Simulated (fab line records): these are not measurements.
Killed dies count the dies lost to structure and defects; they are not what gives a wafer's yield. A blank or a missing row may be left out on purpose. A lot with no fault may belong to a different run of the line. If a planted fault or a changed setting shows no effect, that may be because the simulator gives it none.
fab line records ; flow gf180mcu ; part 1 of 2: steps 1 to 29 of 42
record: lots: 5; wafers: 15; last_day: 34
route steps=602 shown DUAL_GATE@154 POLY_GATE@157 HV_LDD@176
lots with no fault: from the same line, run without faults
start_h: hours from the record's opening day to when the first of the lot's shown wafers began ; wait_h: hours elapsed since this lot's preceding step ; " identical to the entry in the row above ; L1.1+2: several wafers, shown together as one row ; - no value, or no start given ; * or withheld: withheld ; < > ~ a bound
route shown NAME@n: NAME is a module with steps in the file, n the number in the route of the first one ; usual: the fault-free wafers' mean and standard deviation ; same: alike in all rows ; chamber/n: place in a boat ; sites: per-site readings ; _std_site: how widely they spread, as a standard deviation ; _edge_site: mean of outer sites minus mean of inner sites ; radius_mm: how far each site lies from the wafer's centre ; mask NAME#n: copy n ; behind: the most recent tool/chamber to have shaped the wafer ; hold: why the lot went on hold/how many hours it stayed there/how the hold came to an end ; device: which transistor (n, p or np) failed to switch ; end of line: the same wafers' tests at the end of the route ; step lacking rows: just its recipe ; killed: dies lost to structure and defects at the first sort, not the wafer's yield ; map: a wafer's dies, marking killed ones x, the rest . and places with no die _
set.NAME: the setting the step ran with; set.NAME@STEP: the setting that earlier step ran with ; model.NAME: the simulator's own value behind a step, which no gauge read
lots at selected steps of the route; one table per step, one row per wafer
services: when a tool's chamber went out of use (start_h, in hours from the record's first day, below 0 if earlier), for how many hours, and the reason
== steps ==
step: GF_DUAL_GATE_STRIP_13
recipe: chemistry: O2/N2; power_w: 1400; pressure_mtorr: 1500; platen_temp_c: 250; o2_flow_sccm: 3000; n2_flow_sccm: 300; overash_fraction: 0.5
usual: drypump_motor_current_A: 5.9/0.42; heater_power_w: 303/15; oes_product_au: 0.715/0.0043; strip_time_to_endpoint_s: 12.63/0.037
lot.wafer;tool;chamber;start_h;wait_h;drypump_motor_current_A;heater_power_w;oes_product_au;rf_hours_counter_h;strip_time_to_endpoint_s
L082.1;plasma_asher-03;0;232.82;0.0;6.6;304;0.718;44;12.62
L082.2;plasma_asher-03;1;232.82;0.0;6.1;295;0.722;44;12.65
L082.5;plasma_asher-03;1;232.82;0.0;6.1;297;0.714;-;12.64
L084.1;plasma_asher-03;1;248.57;0.0;6.1;299;0.718;45;12.66
L084.2;plasma_asher-03;0;248.57;0.0;6.6;306;0.712;45;12.68
L084.4;plasma_asher-03;0;248.57;0.0;6.6;300;0.712;-;12.65
L086.2;plasma_asher-01;0;259.35;0.0;6.3;313;0.717;15;12.65
L086.4;plasma_asher-01;1;259.35;0.0;5.6;328;0.720;-;12.67
L086.6;plasma_asher-01;0;259.35;0.0;6.3;319;0.719;-;12.65
L088.1;plasma_asher-01;0;272.70;0.0;6.3;312;0.717;16;12.56
L088.4;plasma_asher-01;1;272.70;0.0;5.6;318;0.709;-;12.60
L088.5;plasma_asher-01;0;272.70;0.0;6.3;330;0.718;-;12.60
L096.2;plasma_asher-03;1;329.92;0.0;6.1;298;0.717;52;12.66
L096.3;plasma_asher-03;1;329.92;0.0;6.1;297;0.718;-;12.68
L096.6;plasma_asher-03;0;329.92;0.0;6.6;306;0.715;-;12.70
step: GF_DUAL_GATE_CLEAN_14
recipe: chemistry: SC1/SC2; mix: 1:4:20; temp_c: 70; time_s: 150; dry: n2_spin
usual: bath_heat_duty_pct: 14.1/1.5
lot.wafer;tool;chamber;start_h;wait_h;bath_heat_duty_pct
L082.1;wet_bench-01;1;232.92;0.1;14.9
L082.2;wet_bench-01;1;232.92;0.1;15.6
L082.5;wet_bench-01;1;232.92;0.1;13.2
L084.1;wet_bench-02;3;248.67;0.1;16.6
L084.2;wet_bench-02;3;248.67;0.1;15.5
L084.4;wet_bench-02;3;248.67;0.1;13.3
L086.2;wet_bench-01;3;259.45;0.1;14.1
L086.4;wet_bench-01;3;259.45;0.1;14.2
L086.6;wet_bench-01;3;259.45;0.1;14.1
L088.1;wet_bench-01;3;272.80;0.1;13.2
L088.4;wet_bench-01;3;272.80;0.1;12.7
L088.5;wet_bench-01;3;272.80;0.1;12.9
L096.2;wet_bench-01;1;330.02;0.1;14.0
L096.3;wet_bench-01;1;330.02;0.1;15.6
L096.6;wet_bench-01;1;330.02;0.1;15.7
step: GF_DUAL_GATE_OXIDATION_15
recipe: temp_c: 850; ambient: O2; stabilise_s: 600; purge_s: 300; target_thk_a: 70.98; ox_time_s: 1995
usual: ox_temp_c_max: 853.8/0.85; spike_tc_upper_C: 850.0/0.96
lot.wafer;tool;chamber;start_h;wait_h;ox_temp_c_max;spike_tc_upper_C
L082.1;furnace-02;0;233.43;0.5;852.7;851.1
L082.2;furnace-02;0;233.43;0.5;853.4;850.6
L082.5;furnace-02;0;233.43;0.5;853.1;849.5
L084.1;furnace-01;0;248.72;0.0;854.1;848.7
L084.2;furnace-01;0;248.72;0.0;856.0;849.7
L084.4;furnace-01;0;248.72;0.0;854.3;849.8
L086.2;furnace-01;0;259.50;0.0;853.8;847.8
L086.4;furnace-01;0;259.50;0.0;854.0;848.5
L086.6;furnace-01;0;259.50;0.0;855.6;848.7
L088.1;furnace-02;0;272.95;0.1;852.8;849.5
L088.4;furnace-02;0;272.95;0.1;853.1;849.5
L088.5;furnace-02;0;272.95;0.1;853.3;849.4
L096.2;furnace-02;0;330.07;0.0;853.1;851.1
L096.3;furnace-02;0;330.07;0.0;852.6;850.5
L096.6;furnace-02;0;330.07;0.0;852.4;850.5
step: GF_POLY_GATE_CVD_00
recipe: material: poly-Si; target_thk_nm: 200; temp_c: 620; time_s: 1200; pressure_mtorr: 200
usual: spike_tc_upper_C: 620.6/1.2
lot.wafer;tool;chamber;start_h;wait_h;spike_tc_upper_C
L082.1;lpcvd-02;1;234.98;0.0;620.9
L082.2;lpcvd-02;1;234.98;0.0;621.9
L082.5;lpcvd-02;1;234.98;0.0;621.1
L084.1;lpcvd-01;1;250.27;0.0;621.1
L084.2;lpcvd-01;1;250.27;0.0;621.3
L084.4;lpcvd-01;1;250.27;0.0;619.5
L086.2;lpcvd-02;1;261.06;0.0;621.0
L086.4;lpcvd-02;1;261.06;0.0;620.6
L086.6;lpcvd-02;1;261.06;0.0;621.2
L088.1;lpcvd-01;1;274.50;0.0;620.4
L088.4;lpcvd-01;1;274.50;0.0;621.3
L088.5;lpcvd-01;1;274.50;0.0;622.2
L096.2;lpcvd-02;1;331.62;0.0;620.8
L096.3;lpcvd-02;1;331.62;0.0;619.9
L096.6;lpcvd-02;1;331.62;0.0;620.6
step: GF_POLY_GATE_THK_MEAS_01
recipe: reads: poly-Si_of_POLY_GATE_CVD_00
usual: POLY_GATE_CVD_00_THK: 199.9/1.8
lot.wafer;tool;chamber;start_h;wait_h;POLY_GATE_CVD_00_THK[nm]
L082.1;film_metro-02;-;236.32;0.0;201.7
L082.2;film_metro-02;-;236.32;0.0;201.8
L082.5;film_metro-02;-;236.32;0.0;203.5
L084.1;film_metro-02;-;251.61;0.0;201.4
L084.2;film_metro-02;-;251.61;0.0;203.1
L084.4;film_metro-02;-;251.61;0.0;202.8
L086.2;film_metro-03;-;263.07;0.0;201.0
L086.4;film_metro-03;-;263.07;0.0;199.6
L086.6;film_metro-03;-;263.07;0.0;198.7
L088.1;film_metro-03;-;275.83;0.0;200.0
L088.4;film_metro-03;-;275.83;0.0;199.3
L088.5;film_metro-03;-;275.83;0.0;200.2
L096.2;film_metro-04;-;332.97;0.0;199.0
L096.3;film_metro-04;-;332.97;0.0;196.8
L096.6;film_metro-04;-;332.97;0.0;198.9
step: GF_POLY_GATE_DEHYDRATE_02
recipe: temp_c: 200; time_s: 60
lot.wafer;tool;chamber;start_h;wait_h
L082.1+2+5;litho_track-04;0;244.94;8.6
L084.1+2+4;litho_track-03;0;260.16;8.5
L086.2+4+6;litho_track-03;0;272.18;9.1
L088.1+4+5;litho_track-04;0;285.14;9.3
L096.2+3+6;litho_track-01;0;343.25;10.3
step: GF_POLY_GATE_HMDS_03
recipe: prime_time_s: 60; prime_temp_c: 120
lot.wafer;tool;chamber;start_h;wait_h
L082.1+2+5;litho_track-04;0;245.09;0.1
L084.1+2+4;litho_track-03;0;260.31;0.1
L086.2+4+6;litho_track-03;0;272.33;0.1
L088.1+4+5;litho_track-04;0;285.29;0.1
L096.2+3+6;litho_track-01;0;343.40;0.1
step: GF_POLY_GATE_COAT_04
recipe: resist: BARC; temp_c: withheld; time_s: withheld; spin_rpm: withheld; resist_thk_nm: withheld
lot.wafer;tool;chamber;start_h;wait_h
L082.1+2+5;litho_track-04;0;245.24;0.1
L084.1+2+4;litho_track-03;0;260.46;0.1
L086.2+4+6;litho_track-03;0;272.48;0.1
L088.1+4+5;litho_track-04;0;285.44;0.1
L096.2+3+6;litho_track-01;0;343.55;0.1
step: GF_POLY_GATE_COAT_05
recipe: resist: KrF; spin_rpm: withheld; resist_thk_nm: 700
lot.wafer;tool;chamber;start_h;wait_h
L082.1+2+5;litho_track-04;0;-;-
L084.1+2+4;litho_track-03;0;-;-
L086.2+4+6;litho_track-03;0;-;-
L088.1+4+5;litho_track-04;0;-;-
L096.2+3+6;litho_track-01;0;-;-
step: GF_POLY_GATE_SOFTBAKE_06
recipe: temp_c: 130.3; time_s: 60; resist: KrF
lot.wafer;tool;chamber;start_h;wait_h
L082.1+2+5;litho_track-04;0;-;-
L084.1+2+4;litho_track-03;0;-;-
L086.2+4+6;litho_track-03;0;-;-
L088.1+4+5;litho_track-04;0;-;-
L096.2+3+6;litho_track-01;0;-;-
step: GF_POLY_GATE_EXPOSE_07
recipe: mask_id: Poly2; target_cd_nm: 280; na: 0.68; source_shape: conventional; sigma_outer: 0.6; dose_mj: 28
same: na: 0.68
lot.wafer;tool;chamber;start_h;wait_h;mask
L082.1+2+5;krf_scanner-02;0;-;-;Poly2#0
L084.1+2+4;krf_scanner-02;0;-;-;Poly2#0
L086.2+4+6;krf_scanner-02;0;-;-;Poly2#0
L088.1+4+5;krf_scanner-02;0;-;-;Poly2#0
L096.2+3+6;krf_scanner-02;0;-;-;Poly2#0
step: GF_POLY_GATE_PEB_08
recipe: peb_temp_c: 135; peb_time_s: 90; resist: KrF
lot.wafer;tool;chamber;start_h;wait_h
L082.1+2+5;litho_track-04;0;-;-
L084.1+2+4;litho_track-01;0;-;-
L086.2+4+6;litho_track-03;0;-;-
L088.1+4+5;litho_track-04;0;-;-
L096.2+3+6;litho_track-04;0;-;-
step: GF_POLY_GATE_DEVELOP_09
recipe: develop_time_s: 60; resist: KrF; dev_temp_c: 21
usual: developer_temp_C: 20.99/0.12
lot.wafer;tool;chamber;start_h;wait_h;developer_temp_C
L082.1;litho_track-04;0;254.74;0.2;20.90
L082.2;litho_track-04;0;254.74;0.2;20.81
L082.5;litho_track-04;0;254.74;0.2;20.98
L084.1;litho_track-01;0;270.47;0.2;21.04
L084.2;litho_track-01;0;270.47;0.2;21.01
L084.4;litho_track-01;0;270.47;0.2;20.92
L086.2;litho_track-03;0;282.93;0.2;20.98
L086.4;litho_track-03;0;282.93;0.2;21.00
L086.6;litho_track-03;0;282.93;0.2;20.86
L088.1;litho_track-04;0;295.99;0.2;21.03
L088.4;litho_track-04;0;295.99;0.2;21.02
L088.5;litho_track-04;0;295.99;0.2;20.97
L096.2;litho_track-04;0;355.02;0.2;21.20
L096.3;litho_track-04;0;355.02;0.2;21.27
L096.6;litho_track-04;0;355.02;0.2;20.93
step: GF_POLY_GATE_CD_MEAS_10
recipe: target_cd_nm: 280
usual: cd_nm: 280.1/1
lot.wafer;tool;chamber;start_h;wait_h;cd_nm
L082.1;cd_sem-02;-;254.89;0.1;280.2
L082.2;cd_sem-02;-;254.89;0.1;280.1
L082.5;cd_sem-02;-;254.89;0.1;280.3
L084.1;cd_sem-01;-;270.62;0.1;281.4
L084.2;cd_sem-01;-;270.62;0.1;281.9
L084.4;cd_sem-01;-;270.62;0.1;281.5
L086.2;cd_sem-01;-;283.08;0.1;279.8
L086.4;cd_sem-01;-;283.08;0.1;280.1
L086.6;cd_sem-01;-;283.08;0.1;280.9
L088.1;cd_sem-02;-;296.14;0.1;280.8
L088.4;cd_sem-02;-;296.14;0.1;281.0
L088.5;cd_sem-02;-;296.14;0.1;280.2
L096.2;cd_sem-01;-;355.16;0.1;280.1
L096.3;cd_sem-01;-;355.16;0.1;279.9
L096.6;cd_sem-01;-;355.16;0.1;278.7
step: GF_POLY_GATE_OVL_MEAS_11
usual: POLY_GATE_OVL: -5/6.7
lot.wafer;tool;chamber;start_h;wait_h;POLY_GATE_OVL[nm]
L082.1;overlay-01;-;255.01;0.1;1
L082.2;overlay-01;-;255.01;0.1;-3
L082.5;overlay-01;-;255.01;0.1;-4
L084.1;overlay-02;-;270.74;0.1;3
L084.2;overlay-02;-;270.74;0.1;-6
L084.4;overlay-02;-;270.74;0.1;-4
L086.2;overlay-02;-;283.18;0.1;-7
L086.4;overlay-02;-;283.18;0.1;-3
L086.6;overlay-02;-;283.18;0.1;-6
L088.1;overlay-01;-;296.26;0.1;-12
L088.4;overlay-01;-;296.26;0.1;-10
L088.5;overlay-01;-;296.26;0.1;-11
L096.2;overlay-01;-;355.27;0.1;0
L096.3;overlay-01;-;355.27;0.1;-2
L096.6;overlay-01;-;355.27;0.1;4
step: GF_POLY_GATE_ETCH_12
recipe: chemistry: N2/H2; target_depth_a: withheld; overetch_a: withheld; time_s: withheld; target: BARC; ion_energy_ev: 200; source_w: 500; bias_w: 100; pressure_mtorr: 30; n2_flow_sccm: 100; h2_flow_sccm: 200
usual: drypump_motor_current_A: 5.7/0.52; h2_flow_sccm: 200.0/0.58; oes_product_au: 0.735/0.0047; throttle_valve_pct: 13.213/0.0092
lot.wafer;tool;chamber;start_h;wait_h;drypump_motor_current_A;h2_flow_sccm;oes_product_au;throttle_valve_pct
L082.1;rie_diel-02;1;255.05;0.0;5.2;199.3;0.736;13.219
L082.2;rie_diel-02;3;255.05;0.0;6.1;199.9;0.740;13.206
L082.5;rie_diel-02;1;255.05;0.0;5.2;200.0;0.741;13.214
L084.1;rie_diel-03;3;270.78;0.0;6.2;200.9;0.733;13.216
L084.2;rie_diel-03;2;270.78;0.0;5.5;200.2;0.737;13.224
L084.4;rie_diel-03;1;270.78;0.0;6.5;200.4;0.743;13.218
L086.2;rie_diel-04;2;283.21;0.0;6.0;199.8;0.732;13.208
L086.4;rie_diel-04;3;283.21;0.0;6.1;200.7;0.728;13.219
L086.6;rie_diel-04;2;283.21;0.0;6.0;200.1;0.737;13.219
L088.1;rie_diel-04;3;296.30;0.0;6.1;199.6;0.737;13.202
L088.4;rie_diel-04;2;296.30;0.0;6.0;198.9;0.736;13.201
L088.5;rie_diel-04;0;296.30;0.0;5.4;199.9;0.738;13.217
L096.2;rie_diel-03;3;355.30;0.0;6.2;201.0;0.732;13.190
L096.3;rie_diel-03;1;355.30;0.0;6.5;200.2;0.733;13.203
L096.6;rie_diel-03;0;355.30;0.0;4.8;200.1;0.734;13.211
step: GF_POLY_GATE_ETCH_13
recipe: target: poly-Si; target_depth_nm: 198.5; stop_on: SiO2; over_etch_frac: 0.403; chemistry: HBr/Cl2; icp_w: 400; bias_w: 100; pressure_mtorr: 10; HBr_flow_sccm: 150; Cl2_flow_sccm: 50; time_s: 69.6
usual: drypump_motor_current_A: 5.8/0.55; oes_product_au: 0.991/0.008; throttle_valve_pct: 33.685/0.01
lot.wafer;tool;chamber;start_h;wait_h;drypump_motor_current_A;oes_product_au;rf_hours_counter_h;throttle_valve_pct
L082.1;rie_si-02;3;255.10;-;5.7;0.978;1;33.679
L082.2;rie_si-02;1;255.10;-;6.1;0.994;37;33.687
L082.5;rie_si-02;0;255.10;-;6.3;0.992;-;33.705
L084.1;rie_si-01;3;270.83;-;6.6;0.996;94;33.691
L084.2;rie_si-01;0;270.83;-;6.0;1.003;101;33.673
L084.4;rie_si-01;1;270.83;-;4.9;1.006;84;33.670
L086.2;rie_si-01;3;283.26;-;6.6;1.001;94;33.676
L086.4;rie_si-01;0;283.26;-;6.0;0.991;-;33.695
L086.6;rie_si-01;3;283.26;-;6.5;0.997;-;33.703
L088.1;rie_si-02;0;296.35;-;6.3;0.992;2;33.691
L088.4;rie_si-02;3;296.35;-;5.6;0.991;2;33.678
L088.5;rie_si-02;2;296.35;-;5.1;1.003;-;33.679
L096.2;rie_si-01;2;355.35;-;5.6;0.985;1;33.682
L096.3;rie_si-01;1;355.35;-;4.9;0.992;85;33.710
L096.6;rie_si-01;1;355.35;-;4.9;0.998;-;33.695
step: GF_POLY_GATE_STRIP_14
recipe: chemistry: O2/N2; power_w: 1400; pressure_mtorr: 1500; platen_temp_c: 250; o2_flow_sccm: 3000; n2_flow_sccm: 300; overash_fraction: 0.5
usual: drypump_motor_current_A: 6.0/0.41; heater_power_w: 324/54; oes_product_au: 0.505/0.005
lot.wafer;tool;chamber;start_h;wait_h;drypump_motor_current_A;heater_power_w;oes_product_au;rf_hours_counter_h
L082.1;plasma_asher-02;1;255.15;0.0;5.4;316;0.501;58
L082.2;plasma_asher-02;0;255.15;0.0;5.7;269;0.508;58
L082.5;plasma_asher-02;0;255.15;0.0;5.7;282;0.511;-
L084.1;plasma_asher-03;0;270.89;0.0;6.6;310;0.511;47
L084.2;plasma_asher-03;1;270.89;0.0;6.1;304;0.501;47
L084.4;plasma_asher-03;1;270.89;0.0;6.2;306;0.506;-
L086.2;plasma_asher-03;0;283.32;0.0;6.6;312;0.503;48
L086.4;plasma_asher-03;1;283.32;0.0;6.2;296;0.503;-
L086.6;plasma_asher-03;0;283.32;0.0;6.6;310;0.504;-
L088.1;plasma_asher-04;0;296.40;0.0;6.0;469;0.507;68
L088.4;plasma_asher-04;1;296.40;0.0;6.3;349;0.508;-
L088.5;plasma_asher-04;0;296.40;0.0;6.0;468;0.512;-
L096.2;plasma_asher-02;0;355.40;0.0;5.7;276;0.510;68
L096.3;plasma_asher-02;1;355.40;0.0;5.4;313;0.503;-
L096.6;plasma_asher-02;1;355.40;0.0;5.3;301;0.495;-
step: GF_POLY_GATE_CLEAN_15
recipe: chemistry: SC1/SC2; mix: 1:4:20; temp_c: 70; time_s: 150; dry: n2_spin
usual: bath_heat_duty_pct: 14.1/1.7
lot.wafer;tool;chamber;start_h;wait_h;bath_heat_duty_pct
L082.1;wet_bench-04;0;255.25;0.1;15.9
L082.2;wet_bench-04;0;255.25;0.1;15.8
L082.5;wet_bench-04;0;255.25;0.1;15.9
L084.1;wet_bench-01;2;270.99;0.1;10.7
L084.2;wet_bench-01;2;270.99;0.1;10.6
L084.4;wet_bench-01;2;270.99;0.1;9.6
L086.2;wet_bench-04;0;283.42;0.1;16.0
L086.4;wet_bench-04;0;283.42;0.1;15.2
L086.6;wet_bench-04;0;283.42;0.1;15.0
L088.1;wet_bench-02;0;296.50;0.1;15.3
L088.4;wet_bench-02;0;296.50;0.1;14.2
L088.5;wet_bench-02;0;296.50;0.1;13.9
L096.2;wet_bench-04;1;355.50;0.1;15.0
L096.3;wet_bench-04;1;355.50;0.1;14.3
L096.6;wet_bench-04;1;355.50;0.1;14.0
step: GF_POLY_GATE_OXIDATION_16
recipe: temp_c: 850; ambient: O2; stabilise_s: 600; purge_s: 300; target_thk_a: 40; ox_time_s: 899
usual: ox_temp_c_max: 854.1/0.8; spike_tc_upper_C: 849.9/1.2
lot.wafer;tool;chamber;start_h;wait_h;ox_temp_c_max;spike_tc_upper_C
L082.1;furnace-02;0;255.76;0.4;852.9;850.7
L082.2;furnace-02;0;255.76;0.4;853.0;850.5
L082.5;furnace-02;0;255.76;0.4;853.9;851.7
L084.1;furnace-01;0;271.04;0.0;854.0;850.1
L084.2;furnace-01;0;271.04;0.0;853.8;848.7
L084.4;furnace-01;0;271.04;0.0;855.2;847.4
L086.2;furnace-02;0;283.47;0.0;853.1;849.7
L086.4;furnace-02;0;283.47;0.0;852.7;850.8
L086.6;furnace-02;0;283.47;0.0;853.4;849.8
L088.1;furnace-01;0;297.74;1.2;854.1;850.1
L088.4;furnace-01;0;297.74;1.2;854.0;849.4
L088.5;furnace-01;0;297.74;1.2;854.2;850.9
L096.2;furnace-02;0;356.53;1.0;854.0;850.4
L096.3;furnace-02;0;356.53;1.0;853.2;849.9
L096.6;furnace-02;0;356.53;1.0;853.1;850.4
step: GF_POLY_GATE_THK_MEAS_17
recipe: reads: SiO2_of_POLY_GATE_OXIDATION_16
usual: POLY_GATE_OXIDATION_THK: 4.06/0.091
lot.wafer;tool;chamber;start_h;wait_h;POLY_GATE_OXIDATION_THK[nm]
L082.1;film_metro-03;-;257.01;0.0;4.16
L082.2;film_metro-03;-;257.01;0.0;4.15
L082.5;film_metro-03;-;257.01;0.0;4.20
L084.1;film_metro-03;-;272.29;0.0;3.97
L084.2;film_metro-03;-;272.29;0.0;3.97
L084.4;film_metro-03;-;272.29;0.0;4.16
L086.2;film_metro-04;-;284.73;0.0;4.08
L086.4;film_metro-04;-;284.73;0.0;4.07
L086.6;film_metro-04;-;284.73;0.0;3.97
L088.1;film_metro-04;-;298.99;0.0;4.07
L088.4;film_metro-04;-;298.99;0.0;4.07
L088.5;film_metro-04;-;298.99;0.0;4.04
L096.2;film_metro-03;-;357.79;0.0;4.15
L096.3;film_metro-03;-;357.79;0.0;4.08
L096.6;film_metro-03;-;357.79;0.0;4.10
step: GF_POLY_GATE_CD_MEAS_18
usual: cd_nm: 279.4/2.1
lot.wafer;tool;chamber;start_h;wait_h;cd_nm
L082.1;cd_sem-01;-;257.07;0.1;282.0
L082.2;cd_sem-01;-;257.07;0.1;280.8
L082.5;cd_sem-01;-;257.07;0.1;278.6
L084.1;cd_sem-02;-;272.35;0.1;281.6
L084.2;cd_sem-02;-;272.35;0.1;281.8
L084.4;cd_sem-02;-;272.35;0.1;279.8
L086.2;cd_sem-02;-;284.81;0.1;279.3
L086.4;cd_sem-02;-;284.81;0.1;277.7
L086.6;cd_sem-02;-;284.81;0.1;279.1
L088.1;cd_sem-02;-;299.11;0.1;275.7
L088.4;cd_sem-02;-;299.11;0.1;281.9
L088.5;cd_sem-02;-;299.11;0.1;280.5
L096.2;cd_sem-02;-;357.86;0.1;281.2
L096.3;cd_sem-02;-;357.86;0.1;277.8
L096.6;cd_sem-02;-;357.86;0.1;280.3
step: GF_HV_LDD_DEHYDRATE_00
recipe: temp_c: 200; time_s: 60
lot.wafer;tool;chamber;start_h;wait_h
L082.1+2+5;litho_track-04;0;265.89;8.8
L084.1+2+4;litho_track-03;0;281.46;9.1
L086.2+4+6;litho_track-04;0;294.12;9.3
L088.1+4+5;litho_track-02;0;309.05;9.9
L096.2+3+6;litho_track-04;0;368.67;10.8
step: GF_HV_LDD_HMDS_01
recipe: prime_time_s: 60; prime_temp_c: 120
lot.wafer;tool;chamber;start_h;wait_h
L082.1+2+5;litho_track-04;0;266.04;0.1
L084.1+2+4;litho_track-03;0;281.61;0.1
L086.2+4+6;litho_track-04;0;294.27;0.1
L088.1+4+5;litho_track-02;0;309.20;0.1
L096.2+3+6;litho_track-04;0;368.82;0.1
step: GF_HV_LDD_COAT_02
recipe: resist: NOVOLAK; spin_rpm: 3000; resist_thk_nm: 1000
lot.wafer;tool;chamber;start_h;wait_h
L082.1+2+5;litho_track-04;0;266.19;0.1
L084.1+2+4;litho_track-03;0;281.76;0.1
L086.2+4+6;litho_track-04;0;294.42;0.1
L088.1+4+5;litho_track-02;0;309.35;0.1
L096.2+3+6;litho_track-04;0;368.97;0.1
step: GF_HV_LDD_SOFTBAKE_03
recipe: temp_c: 90; time_s: 60; resist: NOVOLAK
lot.wafer;tool;chamber;start_h;wait_h
L082.1+2+5;litho_track-04;0;266.34;0.1
L084.1+2+4;litho_track-03;0;281.91;0.1
L086.2+4+6;litho_track-04;0;294.57;0.1
L088.1+4+5;litho_track-02;0;309.50;0.1
L096.2+3+6;litho_track-04;0;369.12;0.1
step: GF_HV_LDD_EXPOSE_04
recipe: mask_id: Nplus_LV_AREA; target_cd_nm: 400; na: 0.6; source_shape: conventional; sigma_outer: 0.6; dose_mj: 140
same: na: 0.6
lot.wafer;tool;chamber;start_h;wait_h;mask
L082.1+2+5;iline_stepper-02;0;-;-;Nplus_LV_AREA#0
L084.1+2+4;iline_stepper-02;0;-;-;Nplus_LV_AREA#0
L086.2+4+6;iline_stepper-01;0;-;-;Nplus_LV_AREA#0
L088.1+4+5;iline_stepper-02;0;-;-;Nplus_LV_AREA#0
L096.2+3+6;iline_stepper-02;0;-;-;Nplus_LV_AREA#0
step: GF_HV_LDD_PEB_05
recipe: temp_c: withheld; time_s: *; resist: NOVOLAK
lot.wafer;tool;chamber;start_h;wait_h
L082.1+2+5;litho_track-04;0;-;-
L084.1+2+4;litho_track-02;0;-;-
L086.2+4+6;litho_track-02;0;-;-
L088.1+4+5;litho_track-03;0;-;-
L096.2+3+6;litho_track-03;0;-;-
step: GF_HV_LDD_DEVELOP_06
recipe: develop_time_s: 60; dev_temp_c: 23
usual: developer_temp_C: 23.01/0.098
lot.wafer;tool;chamber;start_h;wait_h;developer_temp_C
L082.1;litho_track-04;0;275.74;0.1;23.04
L082.2;litho_track-04;0;275.74;0.1;23.00
L082.5;litho_track-04;0;275.74;0.1;22.86
L084.1;litho_track-02;0;292.15;0.1;23.10
L084.2;litho_track-02;0;292.15;0.1;22.93
L084.4;litho_track-02;0;292.15;0.1;22.91
L086.2;litho_track-02;0;304.63;0.1;23.14
L086.4;litho_track-02;0;304.63;0.1;22.86
L086.6;litho_track-02;0;304.63;0.1;23.18
L088.1;litho_track-03;0;319.76;0.1;23.04
L088.4;litho_track-03;0;319.76;0.1;22.95
L088.5;litho_track-03;0;319.76;0.1;23.11
L096.2;litho_track-03;0;379.83;0.1;22.95
L096.3;litho_track-03;0;379.83;0.1;22.98
L096.6;litho_track-03;0;379.83;0.1;22.94
